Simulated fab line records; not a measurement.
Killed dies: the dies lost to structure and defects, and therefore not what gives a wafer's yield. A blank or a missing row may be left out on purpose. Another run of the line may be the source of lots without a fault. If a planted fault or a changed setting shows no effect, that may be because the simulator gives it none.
Which tool was responsible? + flow sky130 + 15 lots with 45 wafers sampled at 6 steps, on a route of 708 steps

WHAT THE GAUGES READ, wafer by wafer
SKY_LOCAL_INTERCONNECT_RS_MEAS_01: uses a four-point probe to measure. Usual: LOCAL_INTERCONNECT_TIN_RS gives 14.08 ohm/sq (standard deviation 0.18).
| lot  | measured     | on           | LOCAL_INTERCONNECT_TIN_RS (ohm/sq) | flag |
|------|--------------|--------------|------------------------------------|------|
| L420 | day 29 01:03 | filmMetro-02 | 14.04 14.24 14.02                  |      |
| L422 | day 29 22:59 | filmMetro-03 | 13.88 13.96 14.03                  |      |
| L423 | day 29 23:20 | filmMetro-02 | 14.25 14.05 14.23                  |      |
| L425 | day 30 23:27 | filmMetro-02 | 14.25 14.33 14.19                  |      |
| L426 | day 31 01:44 | filmMetro-02 | 13.88 14.20 13.77                  |      |
| L427 | day 31 09:22 | filmMetro-04 | 13.87 14.10 13.96                  |      |
| L433 | day 33 14:43 | filmMetro-03 | 14.09 14.17 14.01                  |      |
| L435 | day 35 18:37 | filmMetro-02 | 14.06 13.79 13.99                  |      |
| L438 | day 35 21:07 | filmMetro-04 | 14.32 13.94 14.24                  |      |
| L439 | day 35 23:20 | filmMetro-02 | 14.06 14.02 13.91                  |      |
| L437 | day 35 23:42 | filmMetro-04 | 14.07 13.75 14.10                  |      |
| L441 | day 36 01:22 | filmMetro-04 | 14.00 13.68 14.07                  |      |
| L440 | day 36 02:50 | filmMetro-04 | 14.30 13.82 14.19                  |      |
| L442 | day 36 05:19 | filmMetro-02 | 13.96 14.41 14.47                  |      |
| L443 | day 36 16:25 | filmMetro-03 | 14.03 13.99 14.21                  |      |

SKY_CONTACT_CD_MEAS_14 targets a cd of 170 nm. Usual: 169.3 nm for cdNm, sd 1.4.
| lot  | measured     | on       | cdNm (nm)         | flag |
|------|--------------|----------|-------------------|------|
| L420 | day 31 09:00 | cdSem-01 | 169.7 168.0 167.8 |      |
| L422 | day 32 07:00 | cdSem-02 | 170.2 169.9 170.4 |      |
| L423 | day 32 07:22 | cdSem-01 | 169.9 170.0 169.9 |      |
| L425 | day 33 06:31 | cdSem-02 | 168.4 168.1 169.1 |      |
| L426 | day 33 09:17 | cdSem-02 | 166.8 167.5 168.4 |      |
| L427 | day 33 16:50 | cdSem-02 | 169.1 170.8 169.8 |      |
| L433 | day 35 20:43 | cdSem-02 | 169.1 170.0 170.9 |      |
| L435 | day 37 20:49 | cdSem-01 | 168.2 168.0 167.9 |      |
| L438 | day 38 00:19 | cdSem-02 | 168.2 168.2 167.8 |      |
| L439 | day 38 02:48 | cdSem-01 | 168.7 167.5 167.6 |      |
| L437 | day 38 03:09 | cdSem-01 | 169.4 169.6 171.7 |      |
| L441 | day 38 04:07 | cdSem-02 | 170.7 170.7 173.1 |      |
| L440 | day 38 05:25 | cdSem-01 | 165.2 166.8 166.2 |      |
| L442 | day 38 06:50 | cdSem-02 | 170.1 170.6 170.5 |      |
| L443 | day 38 16:02 | cdSem-01 | 167.2 166.8 167.7 |      |

SKY_VIA1_OVL_MEAS_13. Usual: VIA1_OVL gives 1 nm (standard deviation 5.1).
| lot  | measured     | on         | VIA1_OVL (nm) | flag |
|------|--------------|------------|---------------|------|
| L420 | day 33 18:14 | overlay-01 | 2 -3 3        |      |
| L422 | day 34 14:53 | overlay-01 | 7 -8 -2       |      |
| L423 | day 34 15:26 | overlay-01 | 4 7 2         |      |
| L433 | day 38 01:47 | overlay-01 | 4 8 7         |      |
| L435 | day 39 22:59 | overlay-01 | -3 -4 -6      |      |
| L438 | day 40 04:47 | overlay-02 | 13 -1 4       |      |
| L439 | day 40 06:48 | overlay-02 | -2 -3 -11     |      |
| L437 | day 40 07:14 | overlay-02 | 2 5 1         |      |
| L441 | day 40 08:11 | overlay-02 | 1 1 3         |      |
| L440 | day 40 09:08 | overlay-02 | -7 -3 -3      |      |
| L442 | day 40 11:46 | overlay-02 | 5 6 6         |      |
| L443 | day 40 19:32 | overlay-02 | 7 -1 5        |      |

TOOL THAT RAN EACH LOT (tool first, then ch and the chambers of the sampled wafers, then the start)
| lot  | SKY_METAL1_ETCH_18               | SKY_METAL1_METAL_ETCH_19         | SKY_METAL1_STRIP_20                 |
|------|----------------------------------|----------------------------------|-------------------------------------|
| L420 | rieMetal-02 ch 0, day 32 14:05   | rieMetal-02 ch 0, day 32 14:13   | plasmaAsher-04 ch 0,1, day 32 14:23 |
| L422 | rieMetal-02 ch 0,1, day 33 11:33 | rieMetal-02 ch 0,1, day 33 11:37 | plasmaAsher-04 ch 0,1, day 33 11:42 |
| L423 | rieMetal-03 ch 1, day 33 11:54   | rieMetal-03 ch 1, day 33 11:58   | plasmaAsher-01 ch 0,1, day 33 12:03 |
| L425 | rieMetal-03 ch 0,1, day 34 10:24 | rieMetal-03 ch 0,1, day 34 10:28 | plasmaAsher-02 ch 0, day 34 10:33   |
| L426 | rieMetal-01 ch 0,1, day 34 13:37 | rieMetal-01 ch 0,1, day 34 13:41 | plasmaAsher-01 ch 0,1, day 34 13:47 |
| L427 | rieMetal-01 ch 0, day 34 20:32   | rieMetal-01 ch 0, day 34 20:41   | plasmaAsher-02 ch 0,1, day 34 20:50 |
| L433 | rieMetal-01 ch 0,1, day 37 01:00 | rieMetal-01 ch 0,1, day 37 01:04 | plasmaAsher-04 ch 0,1, day 37 01:09 |
| L435 | rieMetal-03 ch 1, day 38 19:48   | rieMetal-03 ch 1, day 38 19:52   | plasmaAsher-04 ch 1, day 38 19:58   |
| L438 | rieMetal-03 ch 0, day 39 02:41   | rieMetal-03 ch 0, day 39 02:45   | plasmaAsher-02 ch 0,1, day 39 02:50 |
| L439 | rieMetal-03 ch 0,1, day 39 04:54 | rieMetal-03 ch 0,1, day 39 04:58 | plasmaAsher-01 ch 0,1, day 39 05:03 |
| L437 | rieMetal-01 ch 0, day 39 05:56   | rieMetal-01 ch 0, day 39 06:04   | plasmaAsher-01 ch 0,1, day 39 06:14 |
| L441 | rieMetal-03 ch 0,1, day 39 06:35 | rieMetal-03 ch 0,1, day 39 06:39 | plasmaAsher-02 ch 0,1, day 39 06:44 |
| L440 | rieMetal-02 ch 1, day 39 08:07   | rieMetal-02 ch 1, day 39 08:10   | plasmaAsher-02 ch 0,1, day 39 08:16 |
| L442 | rieMetal-01 ch 0, day 39 08:51   | rieMetal-01 ch 0, day 39 08:59   | plasmaAsher-01 ch 0,1, day 39 09:08 |
| L443 | rieMetal-01 ch 0, day 39 18:44   | rieMetal-01 ch 0, day 39 18:53   | plasmaAsher-04 ch 0,1, day 39 19:02 |
- SKY_METAL1_ETCH_18: etches BARC in N2/H2, stops on SiO2, time 45.9 s, target depth 60 nm.
- SKY_METAL1_METAL_ETCH_19: etches the open film in Cl2/BCl3, stops on SiO2, target depth 360 nm, time 78 s.
- SKY_METAL1_STRIP_20: strips in O2/N2.

AS READ BY THE TOOLS THEMSELVES (means over the sampled wafers that have a number; for cases with no such wafer, the mark the record gives instead)
SKY_METAL1_ETCH_18. Usual: biasW 99.99 W, standard deviation 0.28; chamberPressureMTorr 29.99 mTorr, standard deviation 0.031; drypumpMotorCurrentA 6.0 A, standard deviation 0.42; oesProductAu 0.854 a.u., standard deviation 0.0053; throttleValvePct 13.224 %, standard deviation 0.0087.
| lot  | tool        | biasW (W) | chamberPressureMTorr (mTorr) | drypumpMotorCurrentA (A) | oesProductAu (a.u.) | throttleValvePct (%) | flag |
|------|-------------|-----------|------------------------------|--------------------------|---------------------|----------------------|------|
| L420 | rieMetal-02 | 99.96     | 29.99                        | 5.5                      | 0.859               | 13.224               |      |
| L422 | rieMetal-02 | 100.00    | 30.00                        | 5.6                      | 0.852               | 13.229               |      |
| L423 | rieMetal-03 | 99.75     | 29.99                        | 5.9                      | 0.851               | 13.220               |      |
| L425 | rieMetal-03 | -         | -                            | -                        | -                   | -                    | OFF  |
| L426 | rieMetal-01 | -         | -                            | -                        | -                   | -                    | OFF  |
| L427 | rieMetal-01 | -         | -                            | -                        | -                   | -                    | OFF  |
| L433 | rieMetal-01 | 100.09    | 29.99                        | 5.9                      | 0.855               | 13.209               |      |
| L435 | rieMetal-03 | 99.84     | 29.98                        | 5.9                      | 0.858               | 13.221               |      |
| L438 | rieMetal-03 | 100.19    | 29.99                        | 6.4                      | 0.858               | 13.224               |      |
| L439 | rieMetal-03 | 99.51     | 30.01                        | 6.1                      | 0.854               | 13.225               |      |
| L437 | rieMetal-01 | 100.08    | 29.98                        | 6.3                      | 0.851               | 13.220               |      |
| L441 | rieMetal-03 | 99.97     | 30.00                        | 6.0                      | 0.854               | 13.228               |      |
| L440 | rieMetal-02 | 100.27    | 29.99                        | 5.7                      | 0.854               | 13.229               |      |
| L442 | rieMetal-01 | 100.16    | 30.00                        | 6.3                      | 0.856               | 13.222               |      |
| L443 | rieMetal-01 | 99.68     | 30.02                        | 6.3                      | 0.853               | 13.225               |      |

SKY_METAL1_METAL_ETCH_19. Usual: bcl3FlowSccm 30.01 sccm, standard deviation 0.086; biasW 48.53 W, standard deviation 0.14; chamberPressureMTorr 9.999 mTorr, standard deviation 0.0082; drypumpMotorCurrentA 5.9 A, standard deviation 0.41; mfcCl2Sccm 60.00 sccm, standard deviation 0.18; oesProductAu 0.854 a.u., standard deviation 0.0062; throttleValvePct 22.264 %, standard deviation 0.0094.
| lot  | tool        | bcl3FlowSccm (sccm) | biasW (W) | chamberPressureMTorr (mTorr) | drypumpMotorCurrentA (A) | mfcCl2Sccm (sccm) | oesProductAu (a.u.) | throttleValvePct (%) | flag |
|------|-------------|---------------------|-----------|------------------------------|--------------------------|-------------------|---------------------|----------------------|------|
| L420 | rieMetal-02 | 29.89               | 48.51     | 9.996                        | 5.5                      | 60.14             | 0.853               | 22.265               |      |
| L422 | rieMetal-02 | 29.96               | 48.45     | 9.995                        | 5.6                      | 60.00             | 0.846               | 22.265               |      |
| L423 | rieMetal-03 | 30.09               | 48.46     | 10.001                       | 5.9                      | 60.17             | 0.863               | 22.261               |      |
| L425 | rieMetal-03 | 30.07               | 48.59     | 10.004                       | 6.1                      | 59.95             | 0.371               | 22.271               | OFF  |
| L426 | rieMetal-01 | 29.95               | 48.65     | 9.987                        | 5.9                      | 59.90             | 0.378               | 22.261               | OFF  |
| L427 | rieMetal-01 | 29.86               | 48.47     | 9.995                        | 6.3                      | 60.06             | 0.376               | 22.262               | OFF  |
| L433 | rieMetal-01 | 29.99               | 48.36     | 10.000                       | 5.9                      | 59.95             | 0.854               | 22.256               |      |
| L435 | rieMetal-03 | 29.99               | 48.59     | 10.003                       | 5.9                      | 60.09             | 0.850               | 22.256               |      |
| L438 | rieMetal-03 | 29.96               | 48.56     | 9.995                        | 6.4                      | 60.00             | 0.849               | 22.270               |      |
| L439 | rieMetal-03 | 30.06               | 48.44     | 9.998                        | 6.0                      | 59.86             | 0.857               | 22.264               |      |
| L437 | rieMetal-01 | 29.92               | 48.55     | 10.007                       | 6.3                      | 60.22             | 0.855               | 22.273               |      |
| L441 | rieMetal-03 | 30.02               | 48.57     | 9.999                        | 6.0                      | 59.99             | 0.853               | 22.268               |      |
| L440 | rieMetal-02 | 30.12               | 48.60     | 9.997                        | 5.7                      | 59.94             | 0.845               | 22.258               |      |
| L442 | rieMetal-01 | 30.02               | 48.49     | 10.007                       | 6.3                      | 59.98             | 0.849               | 22.268               |      |
| L443 | rieMetal-01 | 30.01               | 48.44     | 9.995                        | 6.3                      | 59.80             | 0.859               | 22.264               |      |

SKY_METAL1_STRIP_20. Usual: chamberPressureMTorr 1500.0 mTorr, standard deviation 1.4; drypumpMotorCurrentA 5.51 A, standard deviation 0.21; o2FlowSccm 3001 sccm, standard deviation 7.8; oesProductAu 0.343 a.u., standard deviation 0.0052; stripTimeToEndpointS 2.70 s, standard deviation 0.065.
| lot  | tool           | chamberPressureMTorr (mTorr) | drypumpMotorCurrentA (A) | o2FlowSccm (sccm) | oesProductAu (a.u.) | stripTimeToEndpointS (s) | flag |
|------|----------------|------------------------------|--------------------------|-------------------|---------------------|--------------------------|------|
| L420 | plasmaAsher-04 | 1501.3                       | 5.47                     | 2993              | 0.351               | 2.79                     |      |
| L422 | plasmaAsher-04 | 1499.7                       | 5.49                     | 3001              | 0.341               | 2.73                     |      |
| L423 | plasmaAsher-01 | 1500.1                       | 5.30                     | 3003              | 0.349               | 2.73                     |      |
| L425 | plasmaAsher-02 | 1500.5                       | 5.89                     | 3006              | 0.363               | 3.19                     | OFF  |
| L426 | plasmaAsher-01 | 1500.0                       | 5.28                     | 3007              | 0.361               | 3.12                     | OFF  |
| L427 | plasmaAsher-02 | 1500.3                       | 5.74                     | 3001              | 0.361               | 3.12                     | OFF  |
| L433 | plasmaAsher-04 | 1500.4                       | 5.54                     | 3006              | 0.338               | 2.70                     |      |
| L435 | plasmaAsher-04 | 1498.1                       | 5.41                     | 2999              | 0.348               | 2.79                     |      |
| L438 | plasmaAsher-02 | 1499.7                       | 5.64                     | 2993              | 0.346               | 2.78                     |      |
| L439 | plasmaAsher-01 | 1500.5                       | 5.27                     | 3000              | 0.348               | 2.79                     |      |
| L437 | plasmaAsher-01 | 1500.1                       | 5.30                     | 3000              | 0.339               | 2.62                     |      |
| L441 | plasmaAsher-02 | 1501.3                       | 5.66                     | 2991              | 0.341               | 2.74                     |      |
| L440 | plasmaAsher-02 | 1498.1                       | 5.67                     | 2999              | 0.342               | 2.62                     |      |
| L442 | plasmaAsher-01 | 1499.8                       | 5.28                     | 2998              | 0.339               | 2.59                     |      |
| L443 | plasmaAsher-04 | 1500.0                       | 5.48                     | 2999              | 0.341               | 2.64                     |      |

THE ANSWER, worked out from the rows above alone
Rule: a lot is off if the mean of its wafers that have a number lies more than 3 standard deviations from the usual mean. A lot without any number at a reading at which 4 lots or more have one is off too. Where the step has rows for the other lots, those lots are counted as sound. Order of review: gauges by route order, followed by the tools' own readings, for which a lot's mean as printed above is used. At the first step where some lot is off, the reading lying furthest off is the one used; lots without a number count as furthest.
Off, at SKY_METAL1_ETCH_18 on biasW: L425, L426, L427. Without a number there: L425, L426, L427.
If a tool, at that step or one of the process steps before it, ran each lot that is off and ran no sound lot following the first of them, it fits. No candidate that was tried fits.

WHAT HAD BEEN PUT IN BY THE SIMULATOR
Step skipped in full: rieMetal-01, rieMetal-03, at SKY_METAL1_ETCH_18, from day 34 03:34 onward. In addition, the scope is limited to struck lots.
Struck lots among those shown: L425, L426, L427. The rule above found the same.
